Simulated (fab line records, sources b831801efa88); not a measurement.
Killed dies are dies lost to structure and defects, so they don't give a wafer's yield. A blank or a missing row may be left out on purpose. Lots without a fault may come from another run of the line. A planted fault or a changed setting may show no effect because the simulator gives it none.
Which tool did it? | flow sky130 | 14 lots, 42 wafers sampled, at 4 steps of a route of 708

WHAT THE GAUGES READ, wafer by wafer
SKY_SONOS_TUNNEL_CD_MEAS_07: target cd 410 nm.
lot  | measured     | on        | cd_nm (nm)
L359 | day 11 23:28 | cd_sem-01 | 413.7 413.1 410.6
L360 | day 12 07:32 | cd_sem-02 | 411.3 411.8 412.9
L362 | day 12 20:43 | cd_sem-02 | 407.9 409.7 411.3
L366 | day 14 22:16 | cd_sem-01 | 407.5 410.3 411.0
L367 | day 15 08:04 | cd_sem-02 | 411.3 411.9 411.3
L368 | day 15 10:19 | cd_sem-01 | 412.4 410.8 410.9
L369 | day 15 16:20 | cd_sem-01 | 409.1 410.7 408.1
L371 | day 16 01:19 | cd_sem-02 | 410.4 410.5 408.4
L374 | day 16 19:49 | cd_sem-02 | 409.9 408.5 412.3
L377 | day 18 01:09 | cd_sem-01 | 411.7 412.4 412.4
L378 | day 18 09:20 | cd_sem-01 | 412.5 412.3 412.5
L379 | day 18 14:38 | cd_sem-01 | 410.9 413.9 412.0
L380 | day 18 21:18 | cd_sem-02 | 414.4 414.1 414.6
L381 | day 19 09:29 | cd_sem-01 | 412.2 409.9 411.7

SKY_SONOS_TUNNEL_OVL_MEAS_08.
lot  | measured     | on         | SONOS_TUNNEL_OVL (nm)
L359 | day 11 23:35 | overlay-02 | -0.3 -0.6 -1.3
L360 | day 12 07:40 | overlay-01 | 0.5 -0.6 -0.2
L362 | day 12 20:50 | overlay-01 | 2.2 1.7 1.5
L366 | day 14 22:23 | overlay-02 | -1.6 0.3 -1.9
L367 | day 15 08:11 | overlay-01 | 1.8 1.2 3.4
L368 | day 15 10:25 | overlay-02 | -0.1 -1.5 0.4
L369 | day 15 16:25 | overlay-01 | 0.4 -0.5 -0.2
L371 | day 16 01:25 | overlay-01 | 0.6 -1.4 -0.7
L374 | day 16 19:55 | overlay-01 | 0.6 0.8 1.1
L377 | day 18 01:14 | overlay-01 | -0.5 -0.6 -0.3
L378 | day 18 09:25 | overlay-01 | 0.4 1.0 0.4
L379 | day 18 14:46 | overlay-01 | 1.2 0.4 0.8
L380 | day 18 21:23 | overlay-02 | 1.6 1.6 2.2
L381 | day 19 09:37 | overlay-02 | 0.4 1.7 0.9

SKY_POLY_GATE_OVL_MEAS_14.
lot  | measured     | on         | POLY_GATE_OVL (nm)
L359 | day 17 01:04 | overlay-01 | 0 1 -1
L360 | day 17 08:29 | overlay-01 | 12 4 11
L362 | day 18 03:11 | overlay-01 | 3 6 6
L366 | day 20 13:56 | overlay-01 | 4 2 7
L367 | day 20 21:19 | overlay-01 | 4 4 7
L368 | day 21 03:13 | overlay-01 | 5 7 2
L369 | day 21 09:53 | overlay-02 | 9 5 5
L371 | day 21 20:56 | overlay-02 | 1 -15 2
L374 | day 22 12:28 | overlay-02 | 6 5 6
L377 | day 23 15:32 | overlay-02 | -1 -1 3
L378 | day 24 16:55 | overlay-01 | 11 17 8
L379 | day 24 15:16 | overlay-01 | 7 0 -4
L380 | day 24 18:05 | overlay-02 | -3 -1 -1
L381 | day 24 23:34 | overlay-01 | 1 3 6

WHICH TOOL RAN EACH LOT (tool, then ch and the chambers of the sampled wafers, then the start)
lot  | SKY_GATE_OXIDE_IMPLANT_11
L359 | implanter-01 ch 0, day 14 09:20
L360 | implanter-04 ch 0, day 14 19:13
L362 | implanter-01 ch 0, day 15 11:29
L366 | implanter-01 ch 0, day 17 19:11
L367 | implanter-02 ch 0, day 18 01:16
L368 | implanter-02 ch 0, day 18 06:41
L369 | implanter-01 ch 0, day 18 13:02
L371 | implanter-01 ch 0, day 19 00:41
L374 | implanter-04 ch 0, day 19 17:15
L377 | implanter-04 ch 0, day 20 20:24
L378 | implanter-01 ch 0, day 21 21:22
L379 | implanter-02 ch 0, day 21 21:11
L380 | implanter-04 ch 0, day 21 21:28
L381 | implanter-01 ch 0, day 22 05:47
- SKY_GATE_OXIDE_IMPLANT_11

WHAT THE TOOLS THEMSELVES READ (means of the sampled wafers that have a number; where no wafer has one, the mark that the record gives instead)
SKY_GATE_OXIDE_IMPLANT_11.
lot  | tool         | beam_on_s (s) | dose_ions_cm2
L359 | implanter-01 | 10.16         | 2.6001e+12
L360 | implanter-04 | 10.11         | 2.5982e+12
L362 | implanter-01 | 10.24         | 2.5997e+12
L366 | implanter-01 | 9.97          | 2.6016e+12
L367 | implanter-02 | 9.96          | 2.6774e+12
L368 | implanter-02 | 10.07         | 2.6765e+12
L369 | implanter-01 | 10.11         | 2.5962e+12
L371 | implanter-01 | 10.03         | 2.6023e+12
L374 | implanter-04 | 10.02         | 2.5979e+12
L377 | implanter-04 | 10.15         | 2.5976e+12
L378 | implanter-01 | 10.16         | 2.5993e+12
L379 | implanter-02 | 9.98          | 2.6019e+12
L380 | implanter-04 | 9.75          | 2.6027e+12
L381 | implanter-01 | 9.87          | 2.6026e+12

THE ANSWER, worked out from the rows above alone
Rule: what is usual is taken from the lots themselves. Put in order of their means at a reading, lots are off if they are a third of the lots or fewer, leave a main group of 4 or more, and stand apart from it by a gap of 3 or more times the standard deviation of the main group's means; of several such gaps the widest counts. A main group whose means are all the same, to the digits that the tables above print for the reading, isn't used. A lot without any number at a reading at which 4 lots or more have one is off too. The other lots that the step has rows for count as sound. The gauges are gone through in route order, then the tools' own readings, and for those a lot's mean is taken as printed above. The first step at which some lot is off is used, and at that step the reading that is off furthest; a lot without a number counts as furthest.
Off: L367, L368, at SKY_GATE_OXIDE_IMPLANT_11 (dose_ions_cm2). The main group: mean 2.6000e+12, standard deviation 2.1e+09.
A tool fits if, at that step or a process step before it, it ran every lot that is off, and no sound lot after the first of them. None of those tried fits.

WHAT THE SIMULATOR HAD PUT IN
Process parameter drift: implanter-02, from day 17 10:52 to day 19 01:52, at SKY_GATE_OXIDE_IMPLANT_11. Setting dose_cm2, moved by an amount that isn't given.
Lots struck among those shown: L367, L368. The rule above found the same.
